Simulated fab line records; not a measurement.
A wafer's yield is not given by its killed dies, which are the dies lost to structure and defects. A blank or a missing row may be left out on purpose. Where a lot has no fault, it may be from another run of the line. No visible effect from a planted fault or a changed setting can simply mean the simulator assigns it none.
Code-filled problem report in 8D (eight disciplines) form | flow sky130 | the parts of the form that need people (team, actions taken, sign-off) are left out

## 1. THE ISSUE
Mean of oes product au at SKY_METAL4_METAL_ETCH_18: 0.942 a.u. across 2 wafers in 2 lots; on wafers with no fault it is 0.866 a.u. (standard deviation 0.007). Measured from the usual mean, that is +11 standard deviations.
The step: etches the open film in Cl2/BCl3, stops on SiO2, target depth 845 nm, time 183.1 s.
The first sign was on wafer L542.2 at day 44 07:33, on rie metal-02. The record has a number at this step for 33 wafers belonging to 11 lots. Rule for "out" (also "out of limits"): further than 4 standard deviations from the usual mean. The other wafers with a number count as sound.

## 2. WHAT IT IS, WHAT IT ISN'T
question                    | is                         | is not
which readings at this step | oes product au             | drypump motor current A, mfc cl2 sccm, throttle valve pct
which lots                  | L542, L544                 | L539, L540, L552, L554, L556, L558, L559, L560, L561
which wafers of those lots  | L542.2, L544.2             | L542.3, L542.6, L544.1, L544.3
read on which tools         | rie metal-02, rie metal-03 | rie metal-04
when                        | from day 44 07:33          | up to then (8 sound wafers); but 23 sound wafers of L544, L552, L554, L556, L558, L559, L560, L561 came after

## 3. SUSPECTS, AND WHAT RULES EACH OUT
Counting: a tool at a process step up to the reading stays a suspect if it ran every lot that is out. Sound lots after the first of them don't rule it out here, since some wafers of a struck lot are sound.
- pvd sputter-02 at SKY_VIA3_SPUTTER_20 (material TiN, target thk 20 nm, time 80 s): kept. It ran every lot that is out, first L542 (day 42 03:43).
- pvd sputter-03 at SKY_METAL4_SPUTTER_02 (material AlCu, target thk 735 nm, time 39.1 s): kept. It processed each lot that is out (first: L542, day 42 04:26); up to then, its last sound lot is L540 (day 41 15:14).
Remaining after the count are pvd sputter-02 at SKY_VIA3_SPUTTER_20 and pvd sputter-03 at SKY_METAL4_SPUTTER_02.

## 4. THE CAUSE (what the simulator had put in)
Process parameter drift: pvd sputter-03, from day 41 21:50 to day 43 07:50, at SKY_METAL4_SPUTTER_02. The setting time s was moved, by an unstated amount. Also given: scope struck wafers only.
Of the 2 suspects that counting leaves, this tool is one.

## 5. THE CHAIN OF EFFECTS, in route order
Each row: a reading where the mean over the struck wafers with a number is more than 3 standard deviations away from the usual. Only readings whose record carries a usual standard deviation are examined. hours: median over the lots of the time between each lot's start at the first step of this table that gives one and its start at this step. sigmas: the change, counted in usual standard deviations.
hours | step                     | reading        | usual      | on struck wafers | change | sigmas
0     | SKY_METAL4_METAL_ETCH_18 | oes product au | 0.866 a.u. | 0.942            | +0.076 | +11
Here are the process steps it includes:
- SKY_METAL4_METAL_ETCH_18: etches the open film in Cl2/BCl3, stops on SiO2, target depth 845 nm, time 183.1 s.

## 6. WHAT WOULD HAVE CAUGHT IT SOONER
58 hours passed between the start of the fault at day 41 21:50 and the first reading out of limits in this record, taken at day 44 07:33.
Of the tool readings at SKY_METAL4_SPUTTER_02 for which the record gives a usual standard deviation, none was out on any struck wafer, so an alarm limit of 4 standard deviations on them would not have fired.
By day 44 07:33 the whole set of lots that are out, 2 in number, had already begun SKY_METAL4_SPUTTER_02 on pvd sputter-03. None of them would have been spared by holding the tool at that moment.
